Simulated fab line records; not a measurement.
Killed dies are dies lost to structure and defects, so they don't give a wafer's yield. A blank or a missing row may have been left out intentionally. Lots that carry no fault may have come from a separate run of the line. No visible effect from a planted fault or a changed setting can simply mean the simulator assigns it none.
A single fault, viewed from 2 desks | flow gf180mcu | what lay behind the numbers comes last; until then each desk has only its own

FOR THE TOOL OWNER'S DESK: lithoTrack-02
The tool's own readings at GF_M3_DEVELOP_13 (develop time 60 s): means of the sampled wafers that have a number, for each lot that ran on this tool. If a lot's mean is further than 4 standard deviations from the usual mean, the lot is out of limits and carries the mark OUT (the distance appears in the brackets).
Columns: A = developerTempC at GF_M3_DEVELOP_13, usual 20.99 C
lot  | first seen here | A
L218 | day 21 09:21    | 21.10
L222 | day 22 23:26    | 20.08 (-8.3) OUT
L225 | day 24 04:14    | 20.20 (-7.2) OUT
L233 | day 26 19:11    | 21.07
L237 | day 27 20:02    | 21.04
L238 | day 28 03:50    | 20.91
This desk's verdict: out of limits on L222, L225, starting with L222 at day 22 23:26 (developerTempC at GF_M3_DEVELOP_13). Within limits: L218, L233, L237, L238.

METROLOGY DESK
What the gauges read for every lot (on any tool): the sampled wafers with a number, averaged. If a lot's mean is further than 4 standard deviations from the usual mean, the lot is out of limits and carries the mark OUT (the distance appears in the brackets).
Columns: A = M3_ALCU_RS at GF_M3_RS_MEAS_05, usual 0.0691 ohm/sq; B = M3_OVL at GF_M3_OVL_MEAS_15, usual 0 nm
lot  | first seen here | A      | B
L218 | day 20 09:48    | 0.0684 | -0
L220 | day 21 04:22    | 0.0693 | -2
L222 | day 22 00:17    | 0.0693 | -2
L225 | day 23 06:18    | 0.0699 | 0
L232 | day 25 15:43    | 0.0688 | 3
L233 | day 25 22:32    | 0.0692 | 3
L234 | day 26 02:56    | 0.0689 | 0
L235 | day 26 07:13    | 0.0688 | 2
L236 | day 26 13:25    | 0.0693 | -1
L237 | day 26 23:48    | 0.0681 | 2
L238 | day 27 07:56    | 0.0687 | 3
L239 | day 27 12:44    | 0.0681 | -6
L240 | day 27 16:52    | 0.0690 | 2
L241 | day 28 00:49    | 0.0705 | -4
This desk's verdict: no lot among the 14 shows anything out of limits.

ALL TOGETHER
An alarm could have come from the tool owner's desk at day 22 23:26, on L222, L225.
Nothing out of limits was seen by the metrology desk.
The metrology desk has L222, L225 on record, within its limits.
On lithoTrack-02, each named lot ran GF_M3_DEVELOP_13.

WHAT THE SIMULATOR HAD PUT IN
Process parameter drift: lithoTrack-02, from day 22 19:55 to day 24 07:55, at GF_M3_DEVELOP_13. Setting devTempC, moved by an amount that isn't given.
Lots struck among those shown: L222, L225.
How many hours passed from the start of the fault until each desk's first out-of-limits reading: the tool owner's desk, 4.
